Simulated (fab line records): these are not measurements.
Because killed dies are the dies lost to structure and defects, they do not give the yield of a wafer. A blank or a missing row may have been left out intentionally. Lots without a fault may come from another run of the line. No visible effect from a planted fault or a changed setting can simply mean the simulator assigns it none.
Which tool is to blame? ; flow gf180mcu ; 15 lots, 44 wafers sampled, at 4 steps of a route of 602

== WHAT THE GAUGES READ, wafer by wafer ==
GF_POLY_GATE_THK_MEAS_17. Usual: POLY_GATE_OXIDATION_THK gives 4.02 nm (standard deviation 0.094).
lot;measured;on;POLY_GATE_OXIDATION_THK (nm);flag
L907;day 9 13:29;film_metro-01;4.09 4.01 4.06;
L908;day 9 22:16;film_metro-03;4.00 4.09 4.01;
L910;day 10 14:38;film_metro-04;4.06 4.05 3.99;
L911;day 10 20:14;film_metro-01;4.17 4.10 4.10;
L914;day 11 15:36;film_metro-01;4.21 4.28;
L920;day 13 11:44;film_metro-01;4.02 4.08 4.07;
L921;day 13 19:20;film_metro-03;3.93 3.95 3.88;
L922;day 13 23:19;film_metro-04;4.20 4.17 4.08;
L923;day 14 10:04;film_metro-01;3.98 4.05 3.92;
L924;day 14 15:46;film_metro-04;4.04 4.10 4.02;
L925;day 14 23:24;film_metro-01;3.92 3.95 4.09;
L926;day 15 04:00;film_metro-04;3.96 3.99 3.99;
L927;day 15 09:14;film_metro-01;4.00 3.95 3.96;
L928;day 15 18:08;film_metro-04;3.80 3.83 3.82;
L929;day 16 04:26;film_metro-04;3.98 3.87 4.03;

GF_POLY_GATE_CD_MEAS_18. Usual: 279.9 nm for cd_nm, sd 2.5.
lot;measured;on;cd_nm (nm);flag
L907;day 9 13:33;cd_sem-02;280.8 281.0 281.0;
L908;day 9 22:19;cd_sem-01;279.6 279.7 275.9;
L910;day 10 14:42;cd_sem-01;278.9 280.0 280.8;
L911;day 10 20:17;cd_sem-02;281.8 283.1 282.5;
L914;day 11 15:40;cd_sem-01;280.0 274.5;
L920;day 13 11:50;cd_sem-01;277.4 278.1 278.8;
L921;day 13 19:25;cd_sem-01;281.0 282.6 274.5;
L922;day 13 23:22;cd_sem-02;282.5 283.5 282.4;
L923;day 14 10:07;cd_sem-02;282.8 276.9 277.2;
L924;day 14 15:49;cd_sem-01;280.0 278.9 280.4;
L925;day 14 23:28;cd_sem-02;279.4 277.0 281.5;
L926;day 15 04:04;cd_sem-01;276.2 277.1 282.2;
L927;day 15 09:20;cd_sem-02;276.9 279.8 277.7;
L928;day 15 18:14;cd_sem-02;275.8 278.3 274.8;
L929;day 16 04:31;cd_sem-02;284.6 274.3 279.5;

GF_SAB_CD_MEAS_09 targets a cd of 420 nm. Usual: 419.9 nm for cd_nm, sd 2.1.
lot;measured;on;cd_nm (nm);flag
L907;day 15 11:10;cd_sem-01;419.2 418.6 420.2;
L908;day 15 22:10;cd_sem-01;418.9 422.4 420.1;
L910;day 16 14:39;cd_sem-01;355.1 419.6 418.6;OFF
L911;day 16 22:30;cd_sem-02;362.4 420.2 423.0;OFF
L914;day 18 00:33;cd_sem-02;354.1 351.7;OFF
L920;day 20 05:47;cd_sem-01;420.1 420.0 418.8;
L921;day 20 15:04;cd_sem-02;423.5 421.1 421.1;
L922;day 20 18:42;cd_sem-01;420.3 421.3 422.8;
L923;day 21 10:18;cd_sem-01;417.4 418.2 418.8;
L924;day 21 14:30;cd_sem-01;419.1 418.4 419.7;
L925;day 21 22:54;cd_sem-02;422.8 419.9 421.2;
L926;day 22 02:09;cd_sem-01;416.5 417.3 416.6;
L927;day 22 11:05;cd_sem-01;421.2 422.4 421.4;
L928;day 22 19:23;cd_sem-01;420.6 424.0 423.3;
L929;day 23 05:46;cd_sem-01;421.0 422.3 419.7;

== WHAT TOOL EACH LOT RAN ON (gives the tool, then ch and the chambers of the sampled wafers, and finally the start) ==
lot;GF_SAB_EXPOSE_06
L907;iline_stepper-01 ch 0, day 15 00:54
L908;iline_stepper-02 ch 0, day 15 11:17
L910;iline_stepper-01 ch 0, day 16 03:57
L911;iline_stepper-01 ch 0, day 16 11:48
L914;iline_stepper-01 ch 0, day 17 13:14
L920;iline_stepper-01 ch 0, day 19 17:59
L921;iline_stepper-01 ch 0, day 20 03:22
L922;iline_stepper-02 ch 0, day 20 06:53
L923;iline_stepper-02 ch 0, day 20 23:00
L924;iline_stepper-02 ch 0, day 21 02:57
L925;iline_stepper-02 ch 0, day 21 11:54
L926;iline_stepper-01 ch 0, day 21 14:35
L927;iline_stepper-01 ch 0, day 21 23:32
L928;iline_stepper-02 ch 0, day 22 07:49
L929;iline_stepper-01 ch 0, day 22 18:41
- GF_SAB_EXPOSE_06: exposes mask SAB, target cd 420 nm.

== WHAT THE TOOLS THEMSELVES READ (means of the sampled wafers that have a number; where no wafer has one, the mark that the record gives instead) ==
GF_SAB_EXPOSE_06. Usual: 23.01 C for reticle_temp_C, sd 0.082.
lot;tool;reticle_temp_C (C);flag
L907;iline_stepper-01;22.98;
L908;iline_stepper-02;22.94;
L910;iline_stepper-01;23.01;
L911;iline_stepper-01;22.93;
L914;iline_stepper-01;23.05;
L920;iline_stepper-01;22.98;
L921;iline_stepper-01;22.99;
L922;iline_stepper-02;23.04;
L923;iline_stepper-02;22.95;
L924;iline_stepper-02;23.00;
L925;iline_stepper-02;23.00;
L926;iline_stepper-01;22.95;
L927;iline_stepper-01;23.03;
L928;iline_stepper-02;23.00;
L929;iline_stepper-01;23.00;

== THE ANSWER, worked out from the rows above alone ==
Rule: a lot is off if the mean of its wafers that have a number lies more than 3 standard deviations from the usual mean. A lot without any number at a reading at which 4 lots or more have one is off too. The other lots that the step has rows for count as sound. First the gauges in route order, then the tools' own readings, where a lot's mean is used as printed above. At the first step where some lot is off, the reading lying furthest off is the one used; lots without a number count as furthest.
Off at GF_SAB_CD_MEAS_09 (cd_nm): L910, L911, L914.
If a tool, at a process step before that reading, ran all the lots that are off and no sound lot after the first of them, it fits. The gauges at GF_SAB_CD_MEAS_09 are tried like those tools. No candidate that was tried fits.

== WHAT THE SIMULATOR HAD INSERTED ==
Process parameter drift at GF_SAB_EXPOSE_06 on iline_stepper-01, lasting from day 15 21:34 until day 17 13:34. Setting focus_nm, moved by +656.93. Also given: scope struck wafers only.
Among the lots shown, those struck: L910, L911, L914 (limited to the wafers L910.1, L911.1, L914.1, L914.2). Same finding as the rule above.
